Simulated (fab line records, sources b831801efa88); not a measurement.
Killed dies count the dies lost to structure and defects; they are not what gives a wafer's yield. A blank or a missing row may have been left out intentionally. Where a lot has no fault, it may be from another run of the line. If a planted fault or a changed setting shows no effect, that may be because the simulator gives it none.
Which tool was responsible? -- flow sky130 -- 13 lots with 39 wafers sampled at 4 steps, on a route of 708 steps

WHAT EACH GAUGE READ, for each wafer
SKY_VIA3_BOW_MEAS_03.
lot,measured,on,VIA3_BOW (um)
L286,day 38 08:56,film metro-04,79 72 80
L287,day 38 23:08,film metro-02,80 78 75
L288,day 39 05:13,film metro-04,79 85 65
L292,day 40 09:14,film metro-01,78 76 76
L295,day 41 12:16,film metro-04,71 82 85
L297,day 42 00:04,film metro-04,84 78 92
L298,day 42 08:55,film metro-02,72 87 72
L299,day 42 12:18,film metro-04,76 84 87
L300,day 42 22:34,film metro-01,81 84 73
L301,day 43 05:52,film metro-04,85 96 86
L304,day 44 00:59,film metro-02,75 61 83
L308,day 44 21:46,film metro-02,83 73 71
L309,day 45 02:14,film metro-04,73 75 87

SKY_VIA3_RS_MEAS_22: a four-point-probe measurement.
lot,measured,on,VIA3_W_RS (ohm/sq)
L286,day 39 10:56,film metro-02,0.294 0.291 0.288
L287,day 39 23:58,film metro-01,0.288 0.295 0.290
L288,day 40 06:25,film metro-02,0.289 0.289 0.289
L292,day 41 10:36,film metro-01,0.293 0.295 0.290
L295,day 42 13:19,film metro-04,0.291 0.284 0.293
L297,day 43 00:52,film metro-04,0.287 0.289 0.285
L298,day 43 09:10,film metro-02,0.292 0.295 0.289
L299,day 43 12:20,film metro-01,56.883 58.319 59.103 56.815 58.424 59.103
L300,day 43 22:18,film metro-04,59.195 58.225 59.199 59.234 58.266 59.301
L301,day 44 05:46,film metro-01,58.904 56.293 59.193 58.903 56.473 59.163
L304,day 45 00:44,film metro-02,0.296 0.291 0.295
L308,day 45 20:12,film metro-04,0.295 0.292 0.292
L309,day 46 00:23,film metro-04,0.294 0.291 0.291

TOOL THAT RAN EACH LOT (tool first, then ch and the chambers of the sampled wafers, then the start)
lot,SKY_CAPM_METAL_ETCH_13,SKY_VIA3_CVD_21
L286,"rie metal-01 ch 0,1, day 37 04:09","cvd w-01 ch 0,1, day 39 10:47"
L287,"rie metal-04 ch 0,1, day 37 19:16","cvd w-01 ch 0,1, day 39 23:51"
L288,"rie metal-04 ch 0, day 37 22:00","cvd w-02 ch 1, day 40 06:17"
L292,"rie metal-04 ch 0,1, day 39 06:09","cvd w-02 ch 0,1, day 41 10:29"
L295,"rie metal-04 ch 0,1, day 40 10:34","cvd w-01 ch 0,1, day 42 13:12"
L297,"rie metal-04 ch 0,1, day 40 21:30","cvd w-02 ch 0,1, day 43 00:44"
L298,"rie metal-04 ch 0,1, day 41 06:43","cvd w-02 ch 0,1, day 43 09:02"
L299,"rie metal-04 ch 0,1, day 41 09:54","cvd w-02 ch 0,1, day 43 12:12"
L300,"rie metal-01 ch 0, day 41 20:48","cvd w-02 ch 0,1, day 43 22:10"
L301,"rie metal-03 ch 0,1, day 42 03:21","cvd w-02 ch 1, day 44 05:38"
L304,"rie metal-03 ch 0,1, day 42 23:54","cvd w-01 ch 0,1, day 45 00:35"
L308,"rie metal-01 ch 0,1, day 43 20:51","cvd w-02 ch 0,1, day 45 20:04"
L309,"rie metal-03 ch 1, day 44 01:36","cvd w-01 ch 0,1, day 46 00:15"
- SKY_CAPM_METAL_ETCH_13: etches TiN in Cl2/BCl3, stops on SiO2, target depth 220 nm, time 62.9 s.
- SKY_VIA3_CVD_21: deposits W, target thk 390 nm, time 117.31 s.

AS READ BY THE TOOLS THEMSELVES (means over the sampled wafers that have a number; for cases with no such wafer, the mark the record gives instead)
SKY_CAPM_METAL_ETCH_13.
lot,tool,drypump motor current A (A),oes product au (a.u.),throttle valve pct (%)
L286,rie metal-01,5.2,0.940,21.903
L287,rie metal-04,5.7,0.951,21.891
L288,rie metal-04,6.2,0.942,21.897
L292,rie metal-04,5.9,0.940,21.893
L295,rie metal-04,5.7,0.938,21.891
L297,rie metal-04,5.7,0.936,21.904
L298,rie metal-04,5.7,0.938,21.903
L299,rie metal-04,5.9,0.942,21.902
L300,rie metal-01,5.1,0.949,21.897
L301,rie metal-03,5.6,0.948,21.893
L304,rie metal-03,5.6,0.939,21.908
L308,rie metal-01,5.1,0.943,21.896
L309,rie metal-03,5.6,0.954,21.892

SKY_VIA3_CVD_21.
lot,tool,chamber pressure Torr (Torr),heater power outer w (W),heater power w (W)
L286,cvd w-01,39.98,515,820
L287,cvd w-01,39.92,522,851
L288,cvd w-02,40.08,486,795
L292,cvd w-02,40.06,485,820
L295,cvd w-01,40.04,517,831
L297,cvd w-02,39.99,486,817
L298,cvd w-02,39.93,483,800
L299,cvd w-02,-,-,-
L300,cvd w-02,-,-,-
L301,cvd w-02,-,-,-
L304,cvd w-01,40.02,516,820
L308,cvd w-02,39.96,491,823
L309,cvd w-01,40.04,512,838

THE ANSWER, worked out from the rows above alone
Rule: usual is defined by the lots themselves. Put in order of their means at a reading, lots are off if they are a third of the lots or fewer, leave a main group of 4 or more, and stand apart from it by a gap of 3 or more times the standard deviation of the main group's means; of several such gaps the widest counts. The tables above print the reading to a certain number of digits; a main group whose means all agree to those digits is not used. A lot without any number at a reading at which 4 lots or more have one is off too. The other lots that the step has rows for count as sound. The gauges are gone through in route order, then the tools' own readings, and for those a lot's mean is taken as printed above. At the first step where some lot is off, the reading lying furthest off is the one used; lots without a number count as furthest.
Off: L299, L300, L301, at SKY_VIA3_RS_MEAS_22 (VIA3_W_RS). The main group has a mean of 0.291 ohm/sq with a standard deviation of 0.002.
A tool fits if, at a process step before that reading, it ran every lot that is off, and no sound lot after the first of them. The gauges at SKY_VIA3_RS_MEAS_22 aren't tried: what is off there is off at SKY_VIA3_CVD_21 too, on other tools, and a gauge's error can't cause that. Of those tried, none fits.

WHAT HAD BEEN PUT IN BY THE SIMULATOR
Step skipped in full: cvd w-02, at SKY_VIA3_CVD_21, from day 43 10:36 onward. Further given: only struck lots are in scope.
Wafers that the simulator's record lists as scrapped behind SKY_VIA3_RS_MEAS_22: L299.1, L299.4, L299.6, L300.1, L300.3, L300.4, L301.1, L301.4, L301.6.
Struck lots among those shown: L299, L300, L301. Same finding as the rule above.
